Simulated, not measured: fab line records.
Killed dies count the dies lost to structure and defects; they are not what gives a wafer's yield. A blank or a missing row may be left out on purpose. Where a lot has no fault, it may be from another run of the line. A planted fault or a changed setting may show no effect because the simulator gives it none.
fab line records | flow sky130
record lots=13 wafers=39 lastDay=50
route steps=708 shown LOCAL_INTERCONNECT@402 CAP2M@615 PASSIVATION@682 PAD_OPEN@702
lots with no fault: from the same line, run without faults
startH: start of the lot's first displayed wafer, in hours after the record's first day | waitH: how many hours have passed since the lot's step before this one | " repeats the value in the row above | L1.1+2: a single row standing in for several wafers | - value missing, or start not given | * or withheld: withheld | < > ~ a bound
route shown NAME@n: a module of which the file shows steps, and the number in the route of the first | usual: mean/standard deviation of fault-free wafers | same: alike in all rows | chamber/n: place in a boat | sites: readings site by site | _std_site: standard deviation across them | _edge_site: inner sites' mean taken away from outer sites' mean | radiusMm: how far each site lies from the wafer's centre | mask NAME#n: copy n | behind: the tool/chamber that last shaped the wafer | hold: what put the lot on hold/how long, in hours/how the hold closed | device: the n, p or np transistor that did not switch | end of line: the route-end tests of the same wafers | for a step that has no rows: nothing shown but its recipe | killed: dies that structure and defects cost at the first sort, which is not the same as the wafer's yield | map: a wafer's dies, x killed, . not, _ none there
set.NAME: setting as actually run; set.NAME@STEP: the setting as run at that earlier step | model.NAME: the simulator's own value behind a step, which no gauge read
one table for each step of the route and one row for each wafer, over a sample of lots
services: the hour from which a tool's chamber was out of use, counted from the record's first day as startH (under 0 if before that day), plus the number of hours and why
## steps
# step SKY_LOCAL_INTERCONNECT_STRIP_15
# recipe chemistry=O2/N2 powerW=1400 pressureMtorr=1500 platenTempC=withheld o2FlowSccm=3000 n2FlowSccm=300 overashFraction=0.5
# usual drypumpMotorCurrentA=5.8/0.44 oesProductAu=0.424/0.0044 stripTimeToEndpointS=4.646/0.022
# columns lot.wafer tool chamber startH waitH drypumpMotorCurrentA oesProductAu rfHoursCounterH stripTimeToEndpointS
L471.2 plasmaAsher-02 0 706.25 0.0 6.3 0.426 25 4.667
L471.4 " 1 " " 5.5 0.422 - 4.685
L471.5 " 1 " " 5.4 0.414 - 4.632
L472.2 plasmaAsher-02 1 719.40 0.0 5.5 0.427 27 4.663
L472.5 " 1 " " 5.4 0.424 - 4.642
L472.6 " 0 " " 6.3 0.426 - 4.646
L474.2 plasmaAsher-01 0 729.35 0.0 6.4 0.423 104 4.665
L474.3 " 0 " " 6.4 0.430 - 4.680
L474.5 " 0 " " 6.4 0.420 - 4.663
L475.2 plasmaAsher-02 0 741.01 0.0 6.3 0.421 29 4.623
L475.4 " 0 " " 6.3 0.430 - 4.646
L475.6 " 1 " " 5.4 0.434 - 4.628
L476.1 plasmaAsher-03 0 742.10 0.0 5.9 0.422 62 4.629
L476.3 " 0 " " 5.9 0.423 - 4.659
L476.6 " 1 " " 5.7 0.423 - 4.664
L477.1 plasmaAsher-01 1 752.80 0.0 5.0 0.430 1 4.670
L477.2 " 0 " " 6.4 0.423 1 4.613
L477.5 " 0 " " 6.4 0.418 - 4.622
L485.1 plasmaAsher-03 1 826.98 0.0 5.7 0.430 70 4.691
L485.5 " 1 " " 5.6 0.432 - 4.687
L485.6 " 0 " " 5.9 0.425 - 4.634
L484.2 plasmaAsher-03 0 827.60 0.0 5.9 0.425 70 4.650
L484.4 " 1 " " 5.6 0.428 - 4.641
L484.5 " 1 " " 5.6 0.425 - 4.626
L486.1 plasmaAsher-03 1 835.00 0.0 5.7 0.435 70 4.647
L486.2 " 0 " " 5.9 0.420 70 4.670
L486.6 " 1 " " 5.7 0.419 - 4.655
L490.1 plasmaAsher-02 1 857.36 0.0 5.5 0.422 40 4.620
L490.3 " 1 " " 5.5 0.429 - 4.632
L490.5 " 1 " " 5.5 0.421 - 4.650
L489.3 plasmaAsher-01 1 863.39 0.1 5.0 0.425 - 4.623
L489.4 " 0 " " 6.4 0.425 - 4.626
L489.5 " 0 " " 6.4 0.422 - 4.612
L491.1 plasmaAsher-02 1 863.70 0.0 5.4 0.421 41 4.654
L491.5 " 0 " " 6.3 0.423 - 4.618
L491.6 " 1 " " 5.4 0.423 - 4.659
L493.2 plasmaAsher-01 0 880.26 0.0 6.4 0.426 14 4.630
L493.3 " 0 " " 6.4 0.421 - 4.656
L493.4 " 1 " " 5.0 0.421 - 4.620
# step SKY_CAP2M_OVL_MEAS_12
# usual CAP2M_OVL=-0.1/1.3
# columns lot.wafer tool chamber startH waitH CAP2M_OVL[nm]
L471.2 overlay-01 - 952.44 0.1 -1.1
L471.4 " - " " 0.5
L471.5 " - " " -1.0
L472.2 overlay-01 - 965.83 0.1 -1.9
L472.5 " - " " -2.5
L472.6 " - " " -2.6
L474.2 overlay-02 - 972.35 0.1 -2.9
L474.3 " - " " -0.9
L474.5 " - " " -1.1
L475.2 overlay-02 - 982.69 0.1 1.1
L475.4 " - " " 0.7
L475.6 " - " " 3.2
L476.1 overlay-02 - 984.94 0.1 0.4
L476.3 " - " " -1.1
L476.6 " - " " -0.2
L477.1 overlay-01 - 993.33 0.1 -0.4
L477.2 " - " " -0.3
L477.5 " - " " 0.1
L485.1 overlay-01 - 1057.19 0.1 -1.6
L485.5 " - " " -1.4
L485.6 " - " " -0.6
L484.2 overlay-02 - 1057.49 0.1 -0.9
L484.4 " - " " 0.3
L484.5 " - " " -0.8
L486.1 overlay-02 - 1062.14 0.1 -1.0
L486.2 " - " " -1.0
L486.6 " - " " -0.8
L490.1 overlay-02 - 1082.69 0.1 2.3
L490.3 " - " " 0.8
L490.5 " - " " 0.9
L489.3 overlay-01 - 1087.15 0.1 -2.0
L489.4 " - " " -0.7
L489.5 " - " " -1.9
L491.1 overlay-02 - 1087.78 0.1 -0.6
L491.5 " - " " -1.5
L491.6 " - " " -1.9
L493.2 overlay-02 - 1099.09 0.1 -0.6
L493.3 " - " " -0.5
L493.4 " - " " -0.3
# step SKY_PASSIVATION_THK_MEAS_01
# recipe reads=SiO2_of_PASSIVATION_CVD_00
# usual PASSIVATION_CVD_00_THK=89.9/1.1
# columns lot.wafer tool chamber startH waitH PASSIVATION_CVD_00_THK[nm]
L471.2 filmMetro-01 - 1027.05 - 88.4
L471.4 " - " " 90.3
L471.5 " - " " 90.3
L472.2 filmMetro-02 - 1039.24 - 89.7
L472.5 " - " " 89.6
L472.6 " - " " 91.8
L474.2 filmMetro-02 - 1044.98 - 90.8
L474.3 " - " " 89.6
L474.5 " - " " 90.2
L475.2 filmMetro-04 - 1056.34 - 89.0
L475.4 " - " " 89.9
L475.6 " - " " 88.8
L476.1 filmMetro-01 - 1056.67 - 89.7
L476.3 " - " " 87.9
L476.6 " - " " 91.4
L477.1 filmMetro-02 - 1064.42 - 88.8
L477.2 " - " " 89.9
L477.5 " - " " 91.0
L485.1 filmMetro-02 - 1122.03 - 87.9
L485.5 " - " " 89.8
L485.6 " - " " 90.9
L484.2 filmMetro-01 - 1123.35 - 89.8
L484.4 " - " " 89.7
L484.5 " - " " 90.8
L486.1 filmMetro-02 - 1127.00 - 90.2
L486.2 " - " " 89.2
L486.6 " - " " 91.8
L490.1 filmMetro-01 - 1146.48 - 88.7
L490.3 " - " " 88.7
L490.5 " - " " 91.0
L489.3 filmMetro-02 - 1149.63 - 90.0
L489.4 " - " " 90.2
L489.5 " - " " 90.4
L491.1 filmMetro-01 - 1151.10 - 89.1
L491.5 " - " " 91.0
L491.6 " - " " 90.0
L493.2 filmMetro-02 - 1159.78 - 90.0
L493.3 " - " " 89.7
L493.4 " - " " 90.3
# step SKY_PAD_OPEN_STRIP_08
# recipe chemistry=O2/N2 powerW=1400 pressureMtorr=1500 platenTempC=withheld overashFraction=0.7 o2FlowSccm=3000 n2FlowSccm=300
# usual drypumpMotorCurrentA=5.6/0.47 oesProductAu=0.663/0.0044 stripTimeToEndpointS=37.04/0.1
# columns lot.wafer tool chamber startH waitH drypumpMotorCurrentA oesProductAu rfHoursCounterH stripTimeToEndpointS
L471.2 plasmaAsher-01 0 1070.54 0.1 6.4 0.662 34 36.86
L471.4 " 1 " " 5.0 0.658 - 37.01
L471.5 " 0 " " 6.4 0.665 - 36.82
L472.2 plasmaAsher-04 0 1082.22 0.1 5.9 0.664 2 37.11
L472.5 " 1 " " 5.0 0.660 - 37.21
L472.6 " 0 " " 5.9 0.658 - 37.09
L474.2 plasmaAsher-01 1 1088.59 0.1 5.0 0.667 35 36.91
L474.3 " 1 " " 5.0 0.671 - 36.88
L474.5 " 1 " " 5.0 0.670 - 36.94
L475.2 plasmaAsher-03 1 1099.04 0.1 5.6 0.663 97 36.94
L475.4 " 0 " " 5.9 0.657 - 36.90
L475.6 " 0 " " 5.9 0.668 - 36.93
L476.1 plasmaAsher-03 0 1099.39 0.1 5.9 0.656 97 37.01
L476.3 " 0 " " 5.9 0.665 - 37.12
L476.6 " 1 " " 5.6 0.671 - 37.18
L477.1 plasmaAsher-04 1 1105.77 0.1 4.9 0.665 4 37.02
L477.2 " 0 " " 5.9 0.664 4 37.03
L477.5 " 1 " " 4.9 0.663 - 36.99
L485.1 plasmaAsher-03 0 1160.14 0.1 5.9 0.663 103 36.95
L485.5 " 0 " " 5.9 0.660 - 36.97
L485.6 " 1 " " 5.7 0.663 - 36.96
L484.2 plasmaAsher-01 0 1160.37 0.1 6.4 0.670 42 37.06
L484.4 " 0 " " 6.4 0.664 - 37.04
L484.5 " 0 " " 6.4 0.660 - 37.09
L486.1 plasmaAsher-04 0 1163.49 0.1 5.9 0.663 9 37.04
L486.2 " 1 " " 4.9 0.663 9 37.00
L486.6 " 1 " " 5.0 0.657 - 37.03
L490.1 plasmaAsher-03 0 1181.69 0.1 5.9 0.661 105 37.04
L490.3 " 0 " " 5.9 0.661 - 36.95
L490.5 " 1 " " 5.6 0.663 - 37.05
L489.3 plasmaAsher-01 0 1183.75 0.1 6.4 0.660 - 37.01
L489.4 " 1 " " 5.0 0.661 - 36.97
L489.5 " 1 " " 5.0 0.665 - 37.01
L491.1 plasmaAsher-04 0 1186.10 0.1 5.9 0.663 12 37.28
L491.5 " 1 " " 5.0 0.664 - 37.13
L491.6 " 0 " " 5.9 0.666 - 37.11
L493.2 plasmaAsher-01 1 1193.25 0.1 5.0 0.661 46 37.06
L493.3 " 1 " " 5.0 0.670 - 37.08
L493.4 " 0 " " 6.4 0.667 - 37.13
# step SKY_PAD_OPEN_PROBE_99
# usual killed_at_M0_to_M3=44/6.9 killed_at_M4_up=3.3/1.7 killedAtContacts=24/4.7 killedAtFrontEnd=15/4.5 killedAtOther=0.2/0.49 killedDies=86/8.4 killedOnRim=17/4.2 killedOpen=47/6.5 killedShort=39/6
# same grossDies=492 killedAtBackSide=0
# columns lot.wafer tool chamber startH waitH killed_at_M0_to_M3 killed_at_M4_up killedAtContacts killedAtFrontEnd killedAtOther killedDies killedOnRim killedOpen killedShort
L474.2 prober-02 - 1090.85 0.1 41 4 24 13 0 82 14 44 38
L474.3 prober-02 - 1090.90 0.2 53 3 23 18 1 98 24 54 44
L474.5 prober-02 - 1091.00 0.2 42 5 20 15 0 82 16 45 37
L475.2 prober-01 - 1101.48 0.1 46 2 26 19 0 93 20 58 35
L475.4 prober-01 - 1101.58 0.2 47 2 21 13 0 83 13 53 30
L475.6 prober-01 - 1101.68 0.2 37 4 26 12 1 80 14 49 31
L476.1 prober-02 - 1101.68 0.1 31 6 23 14 0 74 10 36 38
L476.3 prober-02 - 1101.78 0.2 44 2 20 19 0 85 20 42 43
L476.6 prober-02 - 1101.93 0.2 36 5 27 10 0 78 10 48 30
L485.1 prober-01 - 1162.35 0.1 50 2 46 8 0 106 23 46 39
L485.5 prober-01 - 1162.55 0.2 35 0 43 13 0 91 28 46 28
L485.6 prober-01 - 1162.60 0.2 47 2 24 12 0 85 24 52 33
L484.2 prober-02 - 1162.72 0.1 48 0 18 18 0 84 26 47 37
L484.4 prober-02 - 1162.82 0.2 32 6 48 14 0 100 23 33 45
L484.5 prober-02 - 1162.87 0.2 41 7 48 13 0 109 34 42 47
L486.1 prober-01 - 1165.84 0.1 38 3 45 5 0 91 19 31 41
L486.2 prober-01 - 1165.89 0.1 60 3 16 7 0 86 9 48 38
L486.6 prober-01 - 1166.09 0.2 44 4 40 15 0 103 22 43 38
L490.1 prober-02 - 1183.93 0.1 50 6 23 10 0 89 24 52 37
L490.3 prober-02 - 1184.03 0.2 41 4 23 13 0 81 15 47 34
L490.5 prober-02 - 1184.13 0.2 38 1 17 24 0 80 15 47 33
L489.3 prober-01 - 1186.03 0.2 34 4 26 21 0 85 14 55 30
L489.4 prober-01 - 1186.08 0.2 40 3 26 25 0 94 17 47 47
L489.5 prober-01 - 1186.13 0.2 44 3 21 18 0 86 8 40 46
# killed by level:class
L474.2 VIA1:geometricParticle:open=15 CONTACT:geometricParticle:open=7 LOCAL_INTERCONNECT:geometricParticle:short=5 METAL2:geometricParticle:short=5 FIELD_ISO:geometricParticle:open=4 FIELD_ISO:geometricParticle:short=4 CONTACT:geometricParticle:short=4 VIA3:geometricParticle:open=4
L474.3 VIA1:geometricParticle:open=13 CONTACT:geometricParticle:open=10 VIA2:geometricParticle:open=10 VIA3:geometricParticle:open=7 METAL2:geometricParticle:short=7 CONTACT:geometricParticle:short=6 POLY_GATE:geometricParticle:short=5 SPACER:geometricParticle:short=5
L474.5 CONTACT:geometricParticle:open=12 VIA2:geometricParticle:open=8 VIA1:geometricParticle:short=7 VIA1:geometricParticle:open=6 POLY_GATE:geometricParticle:short=5 METAL2:geometricParticle:short=5 FIELD_ISO:geometricParticle:open=4 METAL1:geometricParticle:short=4
L475.2 VIA1:geometricParticle:open=15 CONTACT:geometricParticle:open=9 VIA2:geometricParticle:open=8 VIA3:geometricParticle:open=7 LI_CONTACT:geometricParticle:open=6 CONTACT:geometricParticle:short=6 METAL2:geometricParticle:short=6 FIELD_ISO:geometricParticle:open=5
L475.4 VIA1:geometricParticle:open=13 CONTACT:geometricParticle:open=11 VIA3:geometricParticle:open=8 METAL2:geometricParticle:short=5 FIELD_ISO:geometricParticle:open=4 LOCAL_INTERCONNECT:geometricParticle:open=4 VIA1:geometricParticle:short=4 VIA2:geometricParticle:open=4
L475.6 CONTACT:geometricParticle:open=11 VIA2:geometricParticle:open=8 FIELD_ISO:geometricParticle:open=6 LI_CONTACT:geometricParticle:open=6 VIA1:geometricParticle:open=6 METAL4:geometricParticle:short=4 LI_CONTACT:geometricParticle:short=4 CONTACT:geometricParticle:short=4
L476.1 LI_CONTACT:geometricParticle:open=7 CONTACT:geometricParticle:open=7 VIA1:geometricParticle:short=6 VIA1:geometricParticle:open=5 FIELD_ISO:geometricParticle:short=4 METAL1:geometricParticle:short=4 LOCAL_INTERCONNECT:geometricParticle:short=4 VIA2:geometricParticle:short=4
L476.3 CONTACT:geometricParticle:open=7 VIA3:geometricParticle:open=7 METAL1:geometricParticle:short=6 VIA1:geometricParticle:open=6 VIA2:geometricParticle:open=6 POLY_GATE:geometricParticle:short=5 LI_CONTACT:geometricParticle:short=5 METAL2:geometricParticle:short=5
L476.6 LI_CONTACT:geometricParticle:open=9 VIA2:geometricParticle:open=9 CONTACT:geometricParticle:open=8 VIA3:geometricParticle:open=7 LOCAL_INTERCONNECT:geometricParticle:short=5 VIA1:geometricParticle:short=4 VIA1:geometricParticle:open=4 METAL3:geometricParticle:short=4
L485.1 LOCAL_INTERCONNECT:unspecified=21 VIA1:geometricParticle:open=14 LI_CONTACT:geometricParticle:open=8 VIA1:geometricParticle:short=8 CONTACT:geometricParticle:open=7 METAL1:geometricParticle:short=5 LOCAL_INTERCONNECT:geometricParticle:short=5 VIA3:geometricParticle:open=5
L485.5 LOCAL_INTERCONNECT:unspecified=17 VIA1:geometricParticle:open=9 LI_CONTACT:geometricParticle:open=8 VIA2:geometricParticle:open=8 CONTACT:geometricParticle:open=7 METAL1:geometricParticle:short=7 CONTACT:geometricParticle:short=5 LI_CONTACT:geometricParticle:short=4
L485.6 VIA1:geometricParticle:open=11 LI_CONTACT:geometricParticle:open=10 VIA2:geometricParticle:open=10 VIA1:geometricParticle:short=6 FIELD_ISO:geometricParticle:open=5 CONTACT:geometricParticle:open=4 VIA3:geometricParticle:open=4 POLY_GATE:geometricParticle:short=3
L484.2 VIA1:geometricParticle:open=12 VIA3:geometricParticle:open=8 FIELD_ISO:geometricParticle:short=7 CONTACT:geometricParticle:open=7 VIA2:geometricParticle:short=5 VIA2:geometricParticle:open=5 LOCAL_INTERCONNECT:geometricParticle:short=4 METAL3:geometricParticle:short=4
L484.4 LOCAL_INTERCONNECT:unspecified=22 METAL1:geometricParticle:short=8 CONTACT:geometricParticle:open=7 LI_CONTACT:geometricParticle:short=6 LI_CONTACT:geometricParticle:open=5 VIA1:geometricParticle:open=5 VIA1:geometricParticle:short=5 METAL4:geometricParticle:short=5
L484.5 LOCAL_INTERCONNECT:unspecified=20 CONTACT:geometricParticle:open=10 VIA1:geometricParticle:open=9 CONTACT:geometricParticle:short=7 VIA3:geometricParticle:open=7 METAL4:geometricParticle:short=7 LOCAL_INTERCONNECT:geometricParticle:short=6 VIA2:geometricParticle:open=6
L486.1 LOCAL_INTERCONNECT:unspecified=19 LOCAL_INTERCONNECT:geometricParticle:short=9 CONTACT:geometricParticle:open=6 VIA1:geometricParticle:open=6 METAL2:geometricParticle:short=6 LI_CONTACT:geometricParticle:open=5 VIA2:geometricParticle:open=5 VIA3:geometricParticle:open=5
L486.2 VIA1:geometricParticle:open=13 VIA3:geometricParticle:open=10 CONTACT:geometricParticle:open=9 METAL2:geometricParticle:short=8 VIA2:geometricParticle:open=7 VIA1:geometricParticle:short=7 METAL3:geometricParticle:short=5 LI_CONTACT:geometricParticle:open=4
L486.6 LOCAL_INTERCONNECT:unspecified=22 VIA1:geometricParticle:open=11 METAL1:geometricParticle:short=8 VIA3:geometricParticle:open=7 VIA2:geometricParticle:open=7 CONTACT:geometricParticle:open=5 POLY_GATE:geometricParticle:short=4 LI_CONTACT:geometricParticle:short=4
L490.1 VIA1:geometricParticle:open=14 CONTACT:geometricParticle:open=7 LI_CONTACT:geometricParticle:open=7 VIA3:geometricParticle:open=5 METAL1:geometricParticle:short=5 METAL1:geometricParticle:open=5 VIA2:geometricParticle:open=5 FIELD_ISO:geometricParticle:open=4
L490.3 VIA1:geometricParticle:open=17 CONTACT:geometricParticle:open=8 CONTACT:geometricParticle:short=6 VIA2:geometricParticle:open=6 LI_CONTACT:geometricParticle:open=5 METAL1:geometricParticle:short=5 FIELD_ISO:geometricParticle:short=4 VIA2:geometricParticle:short=4
L490.5 VIA1:geometricParticle:open=16 FIELD_ISO:geometricParticle:open=9 FIELD_ISO:geometricParticle:short=6 LI_CONTACT:geometricParticle:open=6 VIA2:geometricParticle:short=4 CONTACT:geometricParticle:open=4 METAL1:geometricParticle:short=4 METAL2:geometricParticle:short=4
L489.3 CONTACT:geometricParticle:open=13 VIA1:geometricParticle:open=11 LI_CONTACT:geometricParticle:open=7 VIA2:geometricParticle:open=7 FIELD_ISO:geometricParticle:short=5 VIA1:geometricParticle:short=5 FIELD_ISO:geometricParticle:open=4 VIA3:geometricParticle:open=4
L489.4 CONTACT:geometricParticle:open=8 VIA1:geometricParticle:open=8 POLY_GATE:geometricParticle:short=7 LI_CONTACT:geometricParticle:open=6 VIA1:geometricParticle:short=6 FIELD_ISO:geometricParticle:short=5 LOCAL_INTERCONNECT:geometricParticle:short=5 POLY_GATE:geometricParticle:open=5
L489.5 METAL1:geometricParticle:short=7 LI_CONTACT:geometricParticle:short=6 VIA1:geometricParticle:open=6 VIA3:geometricParticle:open=6 CONTACT:geometricParticle:short=5 FIELD_ISO:geometricParticle:open=4 CONTACT:geometricParticle:open=4 POLY_GATE:geometricParticle:short=4
## services
# columns tool chamber startH hours kind
plasmaAsher-03 - 691.11 0.6 repair
plasmaAsher-02 - 704.44 0.4 repair
plasmaAsher-03 - 714.25 14.6 pm
plasmaAsher-03 - 730.17 1.0 repair
plasmaAsher-01 - 733.75 9.0 pm
plasmaAsher-01 0 733.75 9.0 ventCycle
plasmaAsher-01 1 733.75 9.0 ventCycle
plasmaAsher-01 0 742.75 - clean
plasmaAsher-01 1 742.75 - clean
plasmaAsher-03 - 749.54 1.2 repair
plasmaAsher-03 - 778.02 0.7 repair
plasmaAsher-02 - 967.12 12.5 repair
plasmaAsher-02 - 979.59 2.8 pm
plasmaAsher-02 - 1009.30 3.3 repair
plasmaAsher-01 - 1015.56 2.1 repair
plasmaAsher-01 - 1045.97 1.5 repair
plasmaAsher-03 - 1048.70 0.7 repair
plasmaAsher-03 - 1052.56 2.0 repair
plasmaAsher-04 - 1055.25 9.0 pm
plasmaAsher-04 0 1055.25 9.0 ventCycle
plasmaAsher-02 - 1102.52 1.6 repair
plasmaAsher-04 - 1110.06 2.8 pm
plasmaAsher-03 - 1129.10 1.5 repair
plasmaAsher-01 - 1151.02 0.5 repair
## key
firstSign step=SKY_PAD_OPEN_PROBE_99 reading=killedAtContacts direction=up sigmas=4.5 usual=24 struck=45
effect step=SKY_PAD_OPEN_PROBE_99 reading=killedDies direction=up sigmas=1.6 usual=86 struck=100 wafersMoved=5
metAt SKY_LOCAL_INTERCONNECT_STRIP_15
struckLots L484,L485,L486
struckWafers L484.4,L484.5,L485.1,L485.5,L486.1,L486.6
testerLeftOut L484,L485,L486
notActingAt SKY_CAP2M_OVL_MEAS_12,SKY_PASSIVATION_THK_MEAS_01,SKY_PAD_OPEN_STRIP_08
onsetBetween 742.10 826.98
fault kind=chamberParticleSource tool=plasmaAsher-03 chamber=1 onsetH=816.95 steps=SKY_LOCAL_INTERCONNECT_STRIP_15 ratePerVisitCm2=1.0805 endH=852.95
# testerLeftOut: of these lots the tester's yield and bins aren't shown, on N5 and GAA mostly nor the transistor test; their killed dies are dies lost to structure and defects alone, not to doping, threshold or leakage, so they don't give the yield
